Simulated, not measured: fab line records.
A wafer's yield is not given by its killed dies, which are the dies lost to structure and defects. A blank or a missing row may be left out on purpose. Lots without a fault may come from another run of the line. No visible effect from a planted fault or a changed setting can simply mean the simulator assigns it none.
The same fault as seen by 2 desks :: flow gf180mcu :: every desk sees just its own numbers, and what lay behind them comes last

== AT THE TOOL OWNER'S DESK: pvd_sputter-01 ==
At GF_M3_SPUTTER_01 (material TiN, target thk 30 nm, time 25 s) the tool's own readings: per lot run on this tool, the mean of the sampled wafers that have a number. Marked OUT: a lot whose mean sits more than 4 standard deviations from the usual mean, which makes it out of limits; the brackets give that distance.
Columns: A = cathode_dc_power_W at GF_M3_SPUTTER_01, usual 6500.0 W; B = chamber_pressure_pa at GF_M3_SPUTTER_01, usual 0.4000 Pa; C = throttle_valve_pct at GF_M3_SPUTTER_01, usual 30.2 %
lot: L859
first seen here: day 25 08:29
A: 6499.5
B: 0.4011
C: 30.2

lot: L864
first seen here: day 26 16:46
A: 6500.6
B: 0.4006
C: 30.6

lot: L865
first seen here: day 27 02:41
A: 6500.1
B: 0.3998
C: 30.4

lot: L866
first seen here: day 27 07:46
A: 6499.3
B: 0.4001
C: 30.3
Finding of this desk: none of the 4 lots has anything out of limits.

== METROLOGY DESK ==
What the gauges read for every lot (on any tool): the sampled wafers with a number, averaged. Marked OUT: a lot whose mean sits more than 4 standard deviations from the usual mean, which makes it out of limits; the brackets give that distance.
Columns: A = cd_nm at GF_V2_CD_MEAS_14, usual 259.7 nm; B = V2_OVL at GF_V2_OVL_MEAS_15, usual 3 nm
lot: L846
first seen here: day 20 08:21
A: 261.2
B: 4

lot: L850
first seen here: day 22 05:00
A: 260.2
B: -1

lot: L852
first seen here: day 23 03:23
A: 257.5
B: 3

lot: L853
first seen here: day 23 09:05
A: 259.2
B: 2

lot: L854
first seen here: day 23 09:26
A: 258.6
B: 0

lot: L857
first seen here: day 24 18:41
A: 259.3
B: 1

lot: L859
first seen here: day 25 06:53
A: 261.4
B: 2

lot: L860
first seen here: day 25 11:14
A: 260.4
B: -1

lot: L861
first seen here: day 25 16:07
A: 258.2
B: 3

lot: L864
first seen here: day 26 15:10
A: 259.7
B: 1

lot: L865
first seen here: day 27 01:03
A: 260.2
B: 8

lot: L866
first seen here: day 27 06:10
A: 259.0
B: -0

lot: L868
first seen here: day 28 06:50
A: 259.8
B: 3

lot: L869
first seen here: day 28 07:31
A: 259.0
B: 2
Finding of this desk: none of the 14 lots has anything out of limits.

== TAKEN TOGETHER ==
Nothing out of limits was seen by the tool owner's desk.
Nothing out of limits was seen by the metrology desk.

== WHAT WAS PUT IN BY THE SIMULATOR ==
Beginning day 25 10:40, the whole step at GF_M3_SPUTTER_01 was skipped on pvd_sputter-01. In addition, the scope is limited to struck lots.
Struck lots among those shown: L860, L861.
